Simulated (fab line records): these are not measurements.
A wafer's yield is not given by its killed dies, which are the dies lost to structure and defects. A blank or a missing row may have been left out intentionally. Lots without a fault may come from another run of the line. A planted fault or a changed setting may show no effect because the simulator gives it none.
Comparing a struck lot with a sound one + flow sky130 + 23 steps out of a route of 708
Sound: wafers L812.3, L812.4, L812.5. Struck: wafers L816.2, L816.5, L816.6. At the end, the cause is stated.
For every step that has rows: the tool of each side, followed by ch and its chambers, followed by its first start. Under that, the readings that differ: sound wafers + struck wafers + difference of the means + sigmas: that difference in standard deviations of wafers without a fault.
alike: readings whose means differ by less than 2 such deviations, and words and numbers that are the same on both sides. not compared: withheld readings, readings that some wafer has no value for, bounds like >300 that may hide the same value, and numbers for which the record gives no deviation and whose values overlap.
The two part at a step that has a row with sigmas, a row that says differs or no value, or rows on one side only. Non-overlapping numbers with no deviation appear without sigmas and do not part them. A reading missing from all wafers of one side parts the sides only when that side holds two or more wafers.

first, 6 steps without rows for these wafers: SKY_VT_ADJUST_LVTN_HMDS_12 (prime time 60 s); SKY_VT_ADJUST_LVTN_COAT_13 (resist thk 1140 nm); SKY_VT_ADJUST_LVTN_SOFTBAKE_14 (time 60 s); SKY_VT_ADJUST_LVTN_EXPOSE_15 (exposes mask HVN STD DERIVED, target cd 600 nm); SKY_VT_ADJUST_LVTN_PEB_16; SKY_VT_ADJUST_LVTN_DEVELOP_17 (develop time 60 s).
SKY_VT_ADJUST_LVTN_OVL_MEAS_18:
  sound on overlay-02 at day 7 11:11; struck on overlay-01 at day 8 19:47
  alike: VT_ADJUST_LVTN_01_OVL
after that, 1 step had no rows for these wafers: SKY_VT_ADJUST_LVTN_IMPLANT_19.
SKY_VT_ADJUST_LVTN_STRIP_20: strips in O2/N2.
  sound on plasma-asher-02 ch 0,1, day 7 11:24; struck on plasma-asher-02 ch 0,1, day 8 19:58
  alike: chamber-pressure-mTorr, drypump-motor-current-A, oes-product-au, strip-time-to-endpoint-s
  not compared: rf-hours-counter-h
SKY_VT_ADJUST_LVTN_TW_MEAS_21:
  sound on film-metro-01 at day 7 11:29; struck on film-metro-03 at day 8 20:05
  alike: VT_ADJUST_LVTN_2_TW
then, 2 steps without rows for these wafers: SKY_VT_ADJUST_NCORE_DEHYDRATE_00 (time 60 s); SKY_VT_ADJUST_NCORE_HMDS_01 (prime time 60 s).
SKY_VT_ADJUST_NCORE_COAT_02: resist thk 1140 nm.
  sound on litho-track-03 ch 0, day 7 21:46; struck on litho-track-04 ch 0, day 9 06:16
| reading                                              | sound          | struck         | difference | sigmas |
|------------------------------------------------------|----------------|----------------|------------|--------|
| model.NOVOLAK_of_VT_ADJUST_NCORE_COAT_02.thk-nm (nm) | 1148 1147 1148 | 1129 1126 1125 | -21        |        |
  alike: chill-plate-temp-C
then, 3 steps without rows for these wafers: SKY_VT_ADJUST_NCORE_SOFTBAKE_03 (time 60 s); SKY_VT_ADJUST_NCORE_EXPOSE_04 (exposes mask LVTN COMPLEMENT THIN, target cd 380 nm); SKY_VT_ADJUST_NCORE_PEB_05.
SKY_VT_ADJUST_NCORE_DEVELOP_06: develop time 60 s.
  sound on litho-track-03 ch 0, day 8 07:31; struck on litho-track-03 ch 0, day 9 17:42
| reading                                              | sound          | struck         | difference | sigmas |
|------------------------------------------------------|----------------|----------------|------------|--------|
| model.NOVOLAK_of_VT_ADJUST_NCORE_COAT_02.thk-nm (nm) | 1148 1146 1147 | 1129 1125 1125 | -21        |        |
  alike: chill-plate-temp-C
SKY_VT_ADJUST_NCORE_CD_MEAS_07: the cd target is 380 nm.
  sound on cd-sem-02 at day 8 07:40; struck on cd-sem-01 at day 9 17:50
  alike: cd-nm
SKY_VT_ADJUST_NCORE_OVL_MEAS_08:
  sound on overlay-02 at day 8 07:45; struck on overlay-01 at day 9 17:57
  alike: VT_ADJUST_NCORE_OVL
after that, 1 step had no rows for these wafers: SKY_VT_ADJUST_NCORE_IMPLANT_09.
SKY_VT_ADJUST_NCORE_STRIP_10: strips in O2/N2.
  sound on plasma-asher-02 ch 0,1, day 8 07:58; struck on plasma-asher-01 ch 0,1, day 9 18:08
| reading                      | sound             | struck            | difference | sigmas |
|------------------------------|-------------------|-------------------|------------|--------|
| strip-time-to-endpoint-s (s) | 14.27 14.26 14.27 | 14.04 14.02 14.00 | -0.25      | -6     |
  alike: chamber-pressure-mTorr, drypump-motor-current-A, oes-product-au
  not compared: rf-hours-counter-h
SKY_VT_ADJUST_NCORE_TW_MEAS_11:
  sound on film-metro-01 at day 8 08:03; struck on film-metro-02 at day 9 18:14
  alike: VT_ADJUST_NCORE_TW
-- the record jumps here: 37 days lie between the struck wafers' starts before and after (it left off in module VT_ADJUST_NCORE and takes up again in module PAD_OPEN, whose first step shown is number 708 of the route) --
SKY_PAD_OPEN_PROBE_99:
  rows exist in the record for the struck wafers here (prober-02, day 46 22:39), but not for the sound ones

WHERE THEY PART
First at SKY_VT_ADJUST_NCORE_STRIP_10; last, within this record, at SKY_PAD_OPEN_PROBE_99.

WHY: whatever the simulator had introduced
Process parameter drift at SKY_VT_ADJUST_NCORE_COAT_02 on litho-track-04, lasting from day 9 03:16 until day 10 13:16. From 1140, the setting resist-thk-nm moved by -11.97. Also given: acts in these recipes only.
